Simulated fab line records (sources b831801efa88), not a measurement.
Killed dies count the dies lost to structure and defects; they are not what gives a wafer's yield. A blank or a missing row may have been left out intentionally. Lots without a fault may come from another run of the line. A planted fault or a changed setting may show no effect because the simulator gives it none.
Which tool was responsible? / flow gf180mcu / 36 wafers sampled from 12 lots at 1 step of a route of 602

WHAT THE GAUGES SHOWED, per wafer
GF_POLY_GATE_THK_MEAS_17.
lot=L075; measured=day 9 23:49; on=film-metro-02; POLY_GATE_OXIDATION_THK (nm)=4.10 4.10 4.05
lot=L077; measured=day 10 13:11; on=film-metro-01; POLY_GATE_OXIDATION_THK (nm)=4.08 4.05 4.03
lot=L079; measured=day 11 05:19; on=film-metro-01; POLY_GATE_OXIDATION_THK (nm)=3.89 3.98 3.88
lot=L081; measured=day 11 16:19; on=film-metro-01; POLY_GATE_OXIDATION_THK (nm)=4.00 3.99 3.89
lot=L083; measured=day 12 10:07; on=film-metro-04; POLY_GATE_OXIDATION_THK (nm)=3.96 4.08 3.94
lot=L085; measured=day 13 02:22; on=film-metro-04; POLY_GATE_OXIDATION_THK (nm)=3.95 3.99 4.00
lot=L087; measured=day 13 11:55; on=film-metro-02; POLY_GATE_OXIDATION_THK (nm)=4.05 3.98 3.97
lot=L089; measured=day 14 06:37; on=film-metro-02; POLY_GATE_OXIDATION_THK (nm)=4.18 4.09 4.08
lot=L091; measured=day 14 17:52; on=film-metro-01; POLY_GATE_OXIDATION_THK (nm)=4.01 3.98 4.08
lot=L093; measured=day 15 08:28; on=film-metro-01; POLY_GATE_OXIDATION_THK (nm)=3.81 3.76 3.83
lot=L095; measured=day 15 20:01; on=film-metro-02; POLY_GATE_OXIDATION_THK (nm)=4.15 4.14 4.13
lot=L097; measured=day 16 13:41; on=film-metro-01; POLY_GATE_OXIDATION_THK (nm)=3.95 3.99 3.91

WHICH TOOL RAN EACH LOT (tool, then ch and the chambers of the sampled wafers, then the start)
The record holds no process step before these readings.

THE ANSWER, worked out from the rows above alone
Rule: the lots themselves supply what counts as usual. The widest of any qualifying gaps counts: lots, ordered by their means at a reading, are off when they make up no more than a third of the lots, leave a main group of 4 or more, and stand apart from it by 3 or more times the standard deviation of that group's means. A main group is skipped when, at the precision printed for the reading in the tables above, its means are all equal. A lot without any number at a reading at which 4 lots or more have one is off too. All remaining lots with rows at the step are treated as sound.
Nothing can be told from this: no lot is off at any reading shown.

WHAT HAD BEEN PUT IN BY THE SIMULATOR
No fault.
